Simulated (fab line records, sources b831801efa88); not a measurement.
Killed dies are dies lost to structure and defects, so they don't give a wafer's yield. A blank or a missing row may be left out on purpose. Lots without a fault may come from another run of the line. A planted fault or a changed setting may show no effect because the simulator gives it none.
Tool commonality check | flow gf180mcu | 14 lots, 42 wafers sampled

WHY IT WAS OPENED
At GF_VT_IMPLANT_TW_MEAS_43 the reading VT_IMPLANT_4_TW is flagged on 4 of 14 lots. Wafers without a fault read 689, standard deviation 4.9.
Rule: a lot is flagged when every wafer of it that has a number lies more than 4 standard deviations from that mean, or none has a number. The other lots count as sound.

lot  | measured     | on            | VT_IMPLANT_4_TW, wafer by wafer | flag
L356 | day 7 14:53  | film_metro-03 | 691 692 694                     |
L359 | day 8 08:49  | film_metro-02 | 689 693 691                     |
L361 | day 8 21:41  | film_metro-03 | 692 695 695                     |
L364 | day 9 20:35  | film_metro-02 | 690 692 691                     |
L365 | day 10 00:55 | film_metro-04 | 683 685 680                     |
L368 | day 10 22:19 | film_metro-02 | 714 709 714                     | FLAGGED
L369 | day 11 03:49 | film_metro-02 | 717 713 717                     | FLAGGED
L370 | day 11 08:49 | film_metro-02 | 713 715 714                     | FLAGGED
L371 | day 11 21:20 | film_metro-03 | 717 714 710                     | FLAGGED
L374 | day 12 22:57 | film_metro-04 | 687 683 684                     |
L375 | day 13 00:28 | film_metro-04 | 687 683 682                     |
L376 | day 13 03:10 | film_metro-02 | 688 692 686                     |
L377 | day 13 11:28 | film_metro-03 | 694 695 694                     |
L379 | day 13 23:31 | film_metro-02 | 688 692 688                     |
The numbers of the flagged lots are 714 on average: +25 against the usual, or +5 standard deviations.

WHICH TOOL RAN EACH LOT
The record holds 1 process step before the reading, out of a route of 602 steps. In each cell: the tool, then ch and the chambers that the sampled wafers went through, then the start.
lot  | flag    | GF_VT_IMPLANT_IMPLANT_41
L356 |         | implanter-04 ch 0, day 7 14:37
L359 |         | implanter-01 ch 0, day 8 08:34
L361 |         | implanter-01 ch 0, day 8 21:28
L364 |         | implanter-04 ch 0, day 9 20:22
L365 |         | implanter-03 ch 0, day 10 00:40
L368 | FLAGGED | implanter-04 ch 0, day 10 22:04
L369 | FLAGGED | implanter-04 ch 0, day 11 03:34
L370 | FLAGGED | implanter-04 ch 0, day 11 08:35
L371 | FLAGGED | implanter-04 ch 0, day 11 21:07
L374 |         | implanter-03 ch 0, day 12 22:37
L375 |         | implanter-03 ch 0, day 13 00:13
L376 |         | implanter-03 ch 0, day 13 02:55
L377 |         | implanter-03 ch 0, day 13 11:13
L379 |         | implanter-01 ch 0, day 13 23:16
What these steps do:
- GF_VT_IMPLANT_IMPLANT_41
- GF_VT_IMPLANT_TW_MEAS_43

FLAGGED OVER TOTAL, TOOL BY TOOL (the gauges that took the reading come last)
step                     | tool          | lots run | flagged | share of the flagged lots | sound lots run after its first flagged lot
GF_VT_IMPLANT_IMPLANT_41 | implanter-01  | 3        | 0       | none                      | -
GF_VT_IMPLANT_IMPLANT_41 | implanter-03  | 5        | 0       | none                      | -
GF_VT_IMPLANT_IMPLANT_41 | implanter-04  | 6        | 4       | all                       | 0
GF_VT_IMPLANT_TW_MEAS_43 | film_metro-02 | 7        | 3       | some                      | 2 (L376,L379)
GF_VT_IMPLANT_TW_MEAS_43 | film_metro-03 | 4        | 1       | some                      | 1 (L377)
GF_VT_IMPLANT_TW_MEAS_43 | film_metro-04 | 3        | 0       | none                      | -

WHAT THE TABLE ALLOWS
1 row of the table ran every flagged lot: implanter-04 at GF_VT_IMPLANT_IMPLANT_41.
- implanter-04 at GF_VT_IMPLANT_IMPLANT_41: 4 of its 6 lots flagged. Its last sound lot is L364 (day 9 20:22), its first flagged lot L368 (day 10 22:04): a fault that began between those two fits. Its own readings lie more than 4 standard deviations out on every wafer of the flagged lots: dose_ions_cm2.
One tool is left: implanter-04 at GF_VT_IMPLANT_IMPLANT_41.

WHAT THE SIMULATOR HAD PUT IN
Process parameter drift: implanter-04, from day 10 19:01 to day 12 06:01, at GF_VT_IMPLANT_IMPLANT_41. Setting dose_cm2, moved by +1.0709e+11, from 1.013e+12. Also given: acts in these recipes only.
Lots struck among those shown: L368, L369, L370, L371. The rule above found the same.
